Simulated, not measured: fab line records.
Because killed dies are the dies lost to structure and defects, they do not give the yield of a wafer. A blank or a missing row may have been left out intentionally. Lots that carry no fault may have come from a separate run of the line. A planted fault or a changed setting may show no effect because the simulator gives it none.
The tool behind it: which one? || flow sky130 || Sampling: 12 lots, 36 wafers, 4 of 708 route steps

== WHAT EACH GAUGE READ, for each wafer ==
SKY_VT_ADJUST_HVTP_CD_MEAS_07 targets a cd of 380 nm.
{"lot": "L559", "measured": "day 6 13:30", "on": "cdSem-01", "cdNm (nm)": "374.5 378.1 375.2"}
{"lot": "L560", "measured": "day 6 13:51", "on": "cdSem-01", "cdNm (nm)": "380.6 382.6 379.4"}
{"lot": "L566", "measured": "day 8 01:52", "on": "cdSem-01", "cdNm (nm)": "377.9 377.3 378.6"}
{"lot": "L567", "measured": "day 8 12:12", "on": "cdSem-01", "cdNm (nm)": "376.5 378.2 378.5"}
{"lot": "L569", "measured": "day 9 12:13", "on": "cdSem-02", "cdNm (nm)": "376.9 376.8 379.0"}
{"lot": "L572", "measured": "day 9 22:32", "on": "cdSem-01", "cdNm (nm)": "382.2 381.2 381.7"}
{"lot": "L576", "measured": "day 10 21:59", "on": "cdSem-02", "cdNm (nm)": "381.1 379.6 379.4"}
{"lot": "L577", "measured": "day 11 04:32", "on": "cdSem-01", "cdNm (nm)": "378.2 377.0 377.0"}
{"lot": "L578", "measured": "day 11 05:32", "on": "cdSem-01", "cdNm (nm)": "379.9 379.6 377.7"}
{"lot": "L579", "measured": "day 11 12:13", "on": "cdSem-02", "cdNm (nm)": "380.4 381.8 378.7"}
{"lot": "L580", "measured": "day 11 19:41", "on": "cdSem-02", "cdNm (nm)": "386.1 381.1 382.2"}
{"lot": "L581", "measured": "day 12 03:53", "on": "cdSem-01", "cdNm (nm)": "379.1 379.3 378.5"}

SKY_GATE_OXIDE_TW_MEAS_14.
{"lot": "L559", "measured": "day 14 12:01", "on": "filmMetro-01", "GATE_OXIDE_TW": "223.8 225.4 225.1"}
{"lot": "L560", "measured": "day 14 12:20", "on": "filmMetro-04", "GATE_OXIDE_TW": "223.4 222.2 222.6"}
{"lot": "L566", "measured": "day 16 08:31", "on": "filmMetro-03", "GATE_OXIDE_TW": "337.2 338.3 337.3"}
{"lot": "L567", "measured": "day 17 00:22", "on": "filmMetro-01", "GATE_OXIDE_TW": "334.1 336.5 337.5"}
{"lot": "L569", "measured": "day 18 11:35", "on": "filmMetro-04", "GATE_OXIDE_TW": "222.0 223.4 221.5"}
{"lot": "L572", "measured": "day 19 03:10", "on": "filmMetro-04", "GATE_OXIDE_TW": "223.0 223.9 223.5"}
{"lot": "L576", "measured": "day 20 09:41", "on": "filmMetro-03", "GATE_OXIDE_TW": "222.6 223.4 223.5"}
{"lot": "L577", "measured": "day 20 17:24", "on": "filmMetro-04", "GATE_OXIDE_TW": "224.5 223.5 224.3"}
{"lot": "L578", "measured": "day 20 18:28", "on": "filmMetro-04", "GATE_OXIDE_TW": "225.9 223.9 225.1"}
{"lot": "L579", "measured": "day 21 08:11", "on": "filmMetro-01", "GATE_OXIDE_TW": "223.0 225.1 224.1"}
{"lot": "L580", "measured": "day 21 10:59", "on": "filmMetro-04", "GATE_OXIDE_TW": "223.6 223.4 223.7"}
{"lot": "L581", "measured": "day 21 21:08", "on": "filmMetro-04", "GATE_OXIDE_TW": "224.0 223.0 223.4"}

== EACH LOT AND THE TOOL THAT RAN IT (in order: tool; ch and the chambers of the sampled wafers; start) ==
{"lot": "L559", "SKY_FIELD_ISO_ETCH_14": "rieDiel-01 ch 1,2,3, day 2 12:40", "SKY_GATE_OXIDE_IMPLANT_11": "implanter-03 ch 0, day 14 11:41"}
{"lot": "L560", "SKY_FIELD_ISO_ETCH_14": "rieDiel-01 ch 0,1, day 2 13:30", "SKY_GATE_OXIDE_IMPLANT_11": "implanter-02 ch 0, day 14 12:02"}
{"lot": "L566", "SKY_FIELD_ISO_ETCH_14": "rieDiel-03 ch 0,1,2, day 3 22:43", "SKY_GATE_OXIDE_IMPLANT_11": "implanter-02 ch 0, day 16 08:11"}
{"lot": "L567", "SKY_FIELD_ISO_ETCH_14": "rieDiel-01 ch 0,3, day 4 03:05", "SKY_GATE_OXIDE_IMPLANT_11": "implanter-02 ch 0, day 17 00:03"}
{"lot": "L569", "SKY_FIELD_ISO_ETCH_14": "rieDiel-03 ch 1,2,3, day 4 14:27", "SKY_GATE_OXIDE_IMPLANT_11": "implanter-04 ch 0, day 18 11:15"}
{"lot": "L572", "SKY_FIELD_ISO_ETCH_14": "rieDiel-01 ch 0,1,2, day 5 06:58", "SKY_GATE_OXIDE_IMPLANT_11": "implanter-04 ch 0, day 19 02:48"}
{"lot": "L576", "SKY_FIELD_ISO_ETCH_14": "rieDiel-02 ch 0,2,3, day 6 05:21", "SKY_GATE_OXIDE_IMPLANT_11": "implanter-04 ch 0, day 20 09:21"}
{"lot": "L577", "SKY_FIELD_ISO_ETCH_14": "rieDiel-01 ch 1,2,3, day 6 10:11", "SKY_GATE_OXIDE_IMPLANT_11": "implanter-04 ch 0, day 20 17:04"}
{"lot": "L578", "SKY_FIELD_ISO_ETCH_14": "rieDiel-03 ch 1,2, day 6 12:41", "SKY_GATE_OXIDE_IMPLANT_11": "implanter-04 ch 0, day 20 18:07"}
{"lot": "L579", "SKY_FIELD_ISO_ETCH_14": "rieDiel-01 ch 2,3, day 6 16:49", "SKY_GATE_OXIDE_IMPLANT_11": "implanter-03 ch 0, day 21 07:45"}
{"lot": "L580", "SKY_FIELD_ISO_ETCH_14": "rieDiel-02 ch 0,2,3, day 7 00:47", "SKY_GATE_OXIDE_IMPLANT_11": "implanter-02 ch 0, day 21 10:37"}
{"lot": "L581", "SKY_FIELD_ISO_ETCH_14": "rieDiel-03 ch 0,1, day 7 06:10", "SKY_GATE_OXIDE_IMPLANT_11": "implanter-03 ch 0, day 21 20:48"}
- SKY_FIELD_ISO_ETCH_14: etches BARC in N2/H2, stops on SiO2, time 45.9 s, target depth 60 nm.
- SKY_GATE_OXIDE_IMPLANT_11

== WHAT THE TOOLS THEMSELVES READ (means of the sampled wafers that have a number; where no wafer has one, the mark that the record gives instead) ==
SKY_FIELD_ISO_ETCH_14.
{"lot": "L559", "tool": "rieDiel-01", "drypumpMotorCurrentA (A)": 5.7, "oesProductAu (a.u.)": 0.852, "throttleValvePct (%)": 13.227}
{"lot": "L560", "tool": "rieDiel-01", "drypumpMotorCurrentA (A)": 5.5, "oesProductAu (a.u.)": 0.854, "throttleValvePct (%)": 13.222}
{"lot": "L566", "tool": "rieDiel-03", "drypumpMotorCurrentA (A)": 5.8, "oesProductAu (a.u.)": 0.858, "throttleValvePct (%)": 13.225}
{"lot": "L567", "tool": "rieDiel-01", "drypumpMotorCurrentA (A)": 5.7, "oesProductAu (a.u.)": 0.851, "throttleValvePct (%)": 13.224}
{"lot": "L569", "tool": "rieDiel-03", "drypumpMotorCurrentA (A)": 6.1, "oesProductAu (a.u.)": 0.856, "throttleValvePct (%)": 13.234}
{"lot": "L572", "tool": "rieDiel-01", "drypumpMotorCurrentA (A)": 5.7, "oesProductAu (a.u.)": 0.861, "throttleValvePct (%)": 13.229}
{"lot": "L576", "tool": "rieDiel-02", "drypumpMotorCurrentA (A)": 5.7, "oesProductAu (a.u.)": 0.854, "throttleValvePct (%)": 13.223}
{"lot": "L577", "tool": "rieDiel-01", "drypumpMotorCurrentA (A)": 5.7, "oesProductAu (a.u.)": 0.854, "throttleValvePct (%)": 13.227}
{"lot": "L578", "tool": "rieDiel-03", "drypumpMotorCurrentA (A)": 6.1, "oesProductAu (a.u.)": 0.853, "throttleValvePct (%)": 13.228}
{"lot": "L579", "tool": "rieDiel-01", "drypumpMotorCurrentA (A)": 5.8, "oesProductAu (a.u.)": 0.859, "throttleValvePct (%)": 13.225}
{"lot": "L580", "tool": "rieDiel-02", "drypumpMotorCurrentA (A)": 5.7, "oesProductAu (a.u.)": 0.856, "throttleValvePct (%)": 13.221}
{"lot": "L581", "tool": "rieDiel-03", "drypumpMotorCurrentA (A)": 5.4, "oesProductAu (a.u.)": 0.851, "throttleValvePct (%)": 13.222}

SKY_GATE_OXIDE_IMPLANT_11.
{"lot": "L559", "tool": "implanter-03", "doseIonsCm2": 2.5971e+12, "faradayCurrentUA": 14.62}
{"lot": "L560", "tool": "implanter-02", "doseIonsCm2": 2.6005e+12, "faradayCurrentUA": 14.58}
{"lot": "L566", "tool": "implanter-02", "doseIonsCm2": 1.0196e+13, "faradayCurrentUA": 57.30}
{"lot": "L567", "tool": "implanter-02", "doseIonsCm2": 1.0199e+13, "faradayCurrentUA": 56.98}
{"lot": "L569", "tool": "implanter-04", "doseIonsCm2": 2.5999e+12, "faradayCurrentUA": 14.52}
{"lot": "L572", "tool": "implanter-04", "doseIonsCm2": 2.5979e+12, "faradayCurrentUA": 14.58}
{"lot": "L576", "tool": "implanter-04", "doseIonsCm2": 2.6020e+12, "faradayCurrentUA": 14.70}
{"lot": "L577", "tool": "implanter-04", "doseIonsCm2": 2.6014e+12, "faradayCurrentUA": 14.77}
{"lot": "L578", "tool": "implanter-04", "doseIonsCm2": 2.6020e+12, "faradayCurrentUA": 14.57}
{"lot": "L579", "tool": "implanter-03", "doseIonsCm2": 2.5982e+12, "faradayCurrentUA": 14.65}
{"lot": "L580", "tool": "implanter-02", "doseIonsCm2": 2.5982e+12, "faradayCurrentUA": 14.84}
{"lot": "L581", "tool": "implanter-03", "doseIonsCm2": 2.5987e+12, "faradayCurrentUA": 14.77}

== THE ANSWER, worked out from the rows above alone ==
Rule: what is usual is taken from the lots themselves. Put in order of their means at a reading, lots are off if they are a third of the lots or fewer, leave a main group of 4 or more, and stand apart from it by a gap of 3 or more times the standard deviation of the main group's means; of several such gaps the widest counts. A main group is skipped when, at the precision printed for the reading in the tables above, its means are all equal. Also off: a lot with no number at a reading for which 4 or more lots have one. All remaining lots with rows at the step are treated as sound. First the gauges in route order, then the tools' own readings, where a lot's mean is used as printed above. The first step at which some lot is off is used, and at that step the reading that is off furthest; a lot without a number counts as furthest.
Off: L566, L567, seen at SKY_GATE_OXIDE_TW_MEAS_14 (GATE_OXIDE_TW). For the main group the mean is 223.7 and the standard deviation 0.8.
A tool fits if, at a process step before that reading, it ran every lot that is off, and no sound lot after the first of them. The gauges at SKY_GATE_OXIDE_TW_MEAS_14 aren't tried: what is off there is off at SKY_GATE_OXIDE_IMPLANT_11 too, on other tools, and a gauge's error can't cause that. None of those tried fits.

== WHAT THE SIMULATOR HAD PUT IN ==
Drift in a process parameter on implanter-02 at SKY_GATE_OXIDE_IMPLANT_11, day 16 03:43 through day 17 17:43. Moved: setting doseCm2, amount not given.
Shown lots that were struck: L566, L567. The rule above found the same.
